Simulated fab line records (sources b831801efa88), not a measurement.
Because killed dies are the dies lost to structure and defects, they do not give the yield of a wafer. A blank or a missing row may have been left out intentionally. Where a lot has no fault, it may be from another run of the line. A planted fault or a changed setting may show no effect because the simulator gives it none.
2 desks, one fault	flow sfqLine	numbers are kept per desk, each desk with only its own; the story behind them comes last

== THE METROLOGY DESK ==
What the gauges read, lot by lot, whatever tool the lot ran on: means of the sampled wafers that have a number. A lot is out of limits, marked OUT, if its mean lies more than 4 standard deviations from the usual mean; the brackets give that distance.
Columns: A = R5_MONX_RS at SFQ_R5_RS_MEAS_933, usual 7.01 ohm/sq; B = R5_MONX_THK at SFQ_R5_THK_MEAS_934, usual 40.6 nm; C = R5_OVL at SFQ_R5_OVL_MEAS_935, usual 2 nm
lot	first seen here	A	B	C
L541	day 58 14:39	7.16	39.7	3
L546	day 61 10:06	7.04	40.5	5
L554	day 62 10:52	7.07	40.1	3
L555	day 62 13:51	7.03	40.6	-2
L556	day 62 22:43	6.99	40.8	1
L557	day 63 01:52	7.03	40.2	1
L560	day 63 13:48	6.99	40.9	9
This desk found nothing out of limits on any of the 7 lots.

== DESK OF THE TOOL OWNER: rieMetal-04 ==
The tool's own readings at SFQ_TRILAYER_R5_ETCH_METAL_ETCH_139 (etches the open film in Cl2, stops on SiO2, target depth 60 nm, time 40 s): means of the sampled wafers that have a number, for each lot that ran on this tool. A lot is out of limits, marked OUT, if its mean lies more than 4 standard deviations from the usual mean; the brackets give that distance.
Columns: A = drypumpMotorCurrentA at SFQ_TRILAYER_R5_ETCH_METAL_ETCH_139, usual 5.4 A; B = oesProductAu at SFQ_TRILAYER_R5_ETCH_METAL_ETCH_139, usual 0.990 a.u.
lot	first seen here	A	B
L541	day 63 18:03	5.3	0.988
L555	day 67 02:56	5.5	0.992
L556	day 67 12:29	5.1	0.991
L557	day 67 17:17	5.1	0.994
This desk found nothing out of limits on any of the 4 lots.

== BROUGHT TOGETHER ==
At the metrology desk, nothing out of limits was observed.
The desk of the tool owner found nothing out of limits.

== WHAT WAS PUT IN BY THE SIMULATOR ==
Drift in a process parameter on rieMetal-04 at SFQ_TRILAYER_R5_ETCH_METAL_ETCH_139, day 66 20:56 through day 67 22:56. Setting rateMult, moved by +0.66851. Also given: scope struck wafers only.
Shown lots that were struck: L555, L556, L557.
